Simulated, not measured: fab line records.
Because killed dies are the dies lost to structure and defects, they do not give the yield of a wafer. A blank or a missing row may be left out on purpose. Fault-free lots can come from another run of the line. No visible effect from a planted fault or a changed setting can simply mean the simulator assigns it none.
Which tool did it? -- flow sky130 -- Sampling: 12 lots, 36 wafers, 4 of 708 route steps

WHAT THE GAUGES SHOWED, per wafer
SKY_GATE_OXIDE_TW_MEAS_14. Usual: for GATE_OXIDE_TW the level is 224.7 and the standard deviation is 1.1.
lot,measured,on,GATE_OXIDE_TW,flag
L324,day 14 09:01,film_metro-02,225.0 225.2 223.8,
L329,day 16 07:23,film_metro-04,225.6 225.3 225.7,
L330,day 16 18:16,film_metro-04,224.8 225.3 224.2,
L331,day 17 08:24,film_metro-03,224.4 224.0 224.7,
L334,day 18 14:23,film_metro-02,226.9 226.2 226.7,
L335,day 19 00:03,film_metro-02,225.3 226.4 224.2,
L337,day 19 18:50,film_metro-02,224.0 224.9 225.0,
L338,day 20 08:07,film_metro-02,224.5 224.7 225.5,
L340,day 20 23:32,film_metro-03,225.0 225.5 224.4,
L341,day 20 23:49,film_metro-04,223.7 226.7 225.1,
L343,day 21 12:46,film_metro-04,223.7 223.4 222.6,
L344,day 21 21:38,film_metro-04,224.2 222.2 223.5,

SKY_LDD_HVP_TW_MEAS_10. Usual: for LDD_HVP_TW the level is 456 and the standard deviation is 3.1.
lot,measured,on,LDD_HVP_TW,flag
L324,day 22 05:53,film_metro-03,456 457 454,
L329,day 25 00:56,film_metro-03,455 455 454,
L330,day 25 01:37,film_metro-02,456 455 457,
L331,day 25 13:09,film_metro-02,457 456 456,
L334,day 26 16:05,film_metro-03,461 460 458,
L335,day 27 05:08,film_metro-01,460 457 455,
L337,day 27 14:29,film_metro-02,457 456 458,
L338,day 28 07:22,film_metro-03,454 454 456,
L340,day 28 19:17,film_metro-01,457 459 460,
L341,day 28 17:52,film_metro-03,455 458 456,
L343,day 29 04:56,film_metro-02,461 458 457,
L344,day 29 14:20,film_metro-01,458 457 455,

TOOL THAT RAN EACH LOT (tool first, then ch and the chambers of the sampled wafers, then the start)
lot,SKY_LDD_HVP_COAT_02,SKY_LDD_HVP_STRIP_09
L324,"litho_track-04 ch 0, day 21 14:45","plasma_asher-04 ch 0,1, day 22 05:46"
L329,"litho_track-04 ch 0, day 24 09:35","plasma_asher-02 ch 0,1, day 25 00:50"
L330,"litho_track-03 ch 0, day 24 10:41","plasma_asher-02 ch 0,1, day 25 01:31"
L331,"litho_track-03 ch 0, day 24 22:22","plasma_asher-04 ch 0,1, day 25 13:03"
L334,"litho_track-03 ch 0, day 26 01:04","plasma_asher-02 ch 0,1, day 26 15:59"
L335,"litho_track-03 ch 0, day 26 13:52","plasma_asher-02 ch 0,1, day 27 05:01"
L337,"litho_track-03 ch 0, day 26 23:23","plasma_asher-02 ch 0,1, day 27 14:23"
L338,"litho_track-03 ch 0, day 27 16:05","plasma_asher-02 ch 0,1, day 28 07:16"
L340,"litho_track-02 ch 0, day 28 04:50","plasma_asher-02 ch 0,1, day 28 19:12"
L341,"litho_track-02 ch 0, day 28 03:23","plasma_asher-02 ch 0,1, day 28 17:46"
L343,"litho_track-02 ch 0, day 28 14:29","plasma_asher-02 ch 0,1, day 29 04:51"
L344,"litho_track-04 ch 0, day 28 23:21","plasma_asher-01 ch 0,1, day 29 14:13"
- SKY_LDD_HVP_COAT_02: resist thk 300 nm.
- SKY_LDD_HVP_STRIP_09: strips in O2/N2.

AS READ BY THE TOOLS THEMSELVES (means over the sampled wafers that have a number; for cases with no such wafer, the mark the record gives instead)
SKY_LDD_HVP_COAT_02. Usual: spin_speed_rpm 3000.2 rpm, standard deviation 1.9.
lot,tool,spin_speed_rpm (rpm),flag
L324,litho_track-04,2998.7,
L329,litho_track-04,3002.5,
L330,litho_track-03,3000.2,
L331,litho_track-03,2999.0,
L334,litho_track-03,3000.0,
L335,litho_track-03,2786.0,OFF
L337,litho_track-03,2787.0,OFF
L338,litho_track-03,2786.5,OFF
L340,litho_track-02,2998.5,
L341,litho_track-02,3000.1,
L343,litho_track-02,2998.3,
L344,litho_track-04,3002.1,

SKY_LDD_HVP_STRIP_09. Usual: drypump_motor_current_A 5.7 A, standard deviation 0.56; oes_product_au 0.409 a.u., standard deviation 0.0043; strip_time_to_endpoint_s 4.137 s, standard deviation 0.017.
lot,tool,drypump_motor_current_A (A),oes_product_au (a.u.),strip_time_to_endpoint_s (s),flag
L324,plasma_asher-04,5.3,0.409,4.130,
L329,plasma_asher-02,6.0,0.406,4.106,
L330,plasma_asher-02,5.7,0.409,4.146,
L331,plasma_asher-04,5.6,0.412,4.150,
L334,plasma_asher-02,5.7,0.407,4.153,
L335,plasma_asher-02,6.0,0.418,4.293,OFF
L337,plasma_asher-02,6.1,0.414,4.296,OFF
L338,plasma_asher-02,6.0,0.416,4.313,OFF
L340,plasma_asher-02,6.0,0.410,4.142,
L341,plasma_asher-02,5.7,0.404,4.110,
L343,plasma_asher-02,6.0,0.411,4.131,
L344,plasma_asher-01,5.5,0.411,4.149,

THE ANSWER, worked out from the rows above alone
Rule: take the mean of a lot's wafers that have a number; if it is more than 3 standard deviations from the usual mean, the lot is off. A lot without any number at a reading at which 4 lots or more have one is off too. Any other lot the step has rows for is counted as sound. After the gauges, taken in route order, come the tools' own readings; for these a lot's mean is taken, as printed above. The first step at which some lot is off is used, and at that step the reading that is off furthest; a lot without a number counts as furthest.
Off, at SKY_LDD_HVP_COAT_02 on spin_speed_rpm: L335, L337, L338.
If a tool, at that step or one of the process steps before it, ran each lot that is off and ran no sound lot following the first of them, it fits. One fits: litho_track-03 at SKY_LDD_HVP_COAT_02. A fault onset in the window from L334 (day 26 01:04, its last sound lot) to L335 (day 26 13:52, its first lot off) fits.
The tool's own readings at SKY_LDD_HVP_COAT_02 bear it out: on the lots that are off they differ by more than 5 times the standard deviation of the sound lots' means. spin_speed_rpm reads 2786.5 rpm there against 2999.9 rpm on the sound lots.

WHAT THE SIMULATOR HAD PUT IN
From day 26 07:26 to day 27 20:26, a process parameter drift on litho_track-03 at SKY_LDD_HVP_COAT_02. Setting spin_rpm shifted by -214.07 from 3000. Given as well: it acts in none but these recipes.
Shown lots that were struck: L335, L337, L338. This agrees with what the rule above found.
